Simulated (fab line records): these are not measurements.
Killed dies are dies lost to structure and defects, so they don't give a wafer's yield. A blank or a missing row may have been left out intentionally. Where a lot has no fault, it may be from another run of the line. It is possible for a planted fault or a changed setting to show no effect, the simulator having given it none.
Which tool is to blame?    flow sky130    10 lots with 30 wafers sampled at 4 steps, on a route of 708 steps

## WHAT THE GAUGES READ, wafer by wafer
SKY_CAPM_RS_MEAS_03: the measuring method here is four-point-probe.
lot   measured      on            CAPM_TIN_RS (ohm/sq)
L479  day 37 17:28  filmMetro-02  6.60 6.56 6.56
L482  day 38 16:55  filmMetro-02  6.61 6.61 6.59
L486  day 39 21:14  filmMetro-01  6.62 6.55 6.52
L490  day 40 20:31  filmMetro-03  8.06 6.64 6.62
L491  day 41 03:53  filmMetro-01  8.06 6.71 6.72
L496  day 42 15:49  filmMetro-03  6.68 6.71 6.69
L497  day 42 21:15  filmMetro-01  6.62 6.69 6.69
L498  day 43 03:57  filmMetro-02  6.63 6.70 6.67
L499  day 43 12:28  filmMetro-01  6.60 6.64 6.67
L501  day 43 17:50  filmMetro-01  6.73 6.67 6.74

## WHAT TOOL EACH LOT RAN ON (gives the tool, then ch and the chambers of the sampled wafers, and finally the start)
lot   SKY_METAL3_SPUTTER_00        SKY_CAPM_CVD_00                  SKY_CAPM_SPUTTER_02
L479  pvdSputter-03, day 37 17:06  pecvd-03 ch 1,2, day 37 17:17    pvdSputter-02, day 37 17:22
L482  pvdSputter-04, day 38 16:34  pecvd-02 ch 0,1, day 38 16:44    pvdSputter-02, day 38 16:49
L486  pvdSputter-01, day 39 20:53  pecvd-01 ch 0,1,2, day 39 21:02  pvdSputter-03, day 39 21:07
L490  pvdSputter-04, day 40 20:08  pecvd-02 ch 0,1, day 40 20:18    pvdSputter-03, day 40 20:23
L491  pvdSputter-01, day 41 03:32  pecvd-02 ch 0,1, day 41 03:41    pvdSputter-03, day 41 03:46
L496  pvdSputter-03, day 42 15:26  pecvd-01 ch 0,1, day 42 15:35    pvdSputter-02, day 42 15:40
L497  pvdSputter-03, day 42 20:53  pecvd-02 ch 0,2, day 42 21:03    pvdSputter-02, day 42 21:08
L498  pvdSputter-01, day 43 03:37  pecvd-03 ch 0,1,2, day 43 03:46  pvdSputter-01, day 43 03:50
L499  pvdSputter-01, day 43 12:07  pecvd-01 ch 0,1, day 43 12:16    pvdSputter-02, day 43 12:22
L501  pvdSputter-03, day 43 17:28  pecvd-01 ch 0,1,2, day 43 17:37  pvdSputter-02, day 43 17:42
- SKY_METAL3_SPUTTER_00: material Ti, target thk 15 nm, time 10 s.
- SKY_CAPM_CVD_00: deposits SiO2, target thk 15.5 nm.
- SKY_CAPM_SPUTTER_02: material TiN, target thk 200 nm, time 174.4 s.

## THE ANSWER, worked out from the rows above alone
Rule: the lots themselves supply what counts as usual. The widest of any qualifying gaps counts: lots, ordered by their means at a reading, are off when they make up no more than a third of the lots, leave a main group of 4 or more, and stand apart from it by 3 or more times the standard deviation of that group's means. Not used: any main group whose means are identical at the precision the tables above print for the reading. Also off: a lot with no number at a reading for which 4 or more lots have one. Any other lot the step has rows for is counted as sound.
Off: at SKY_CAPM_RS_MEAS_03 (CAPM_TIN_RS), L490, L491. Main group: mean 6.64 ohm/sq, sd 0.052.
A tool fits if, at a process step before that reading, it ran every lot that is off, and no sound lot after the first of them. The gauges at SKY_CAPM_RS_MEAS_03 are tried like those tools. One fits: SKY_CAPM_SPUTTER_02 on pvdSputter-03. Its last sound lot is L486 (day 39 21:07), its first lot that is off L490 (day 40 20:23): a fault that began between those two fits.

## WHAT WAS PUT IN BY THE SIMULATOR
Site profile drift: pvdSputter-03, from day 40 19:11 on, at SKY_CAPM_SPUTTER_02. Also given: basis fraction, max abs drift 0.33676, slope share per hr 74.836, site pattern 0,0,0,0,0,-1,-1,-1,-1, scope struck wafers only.
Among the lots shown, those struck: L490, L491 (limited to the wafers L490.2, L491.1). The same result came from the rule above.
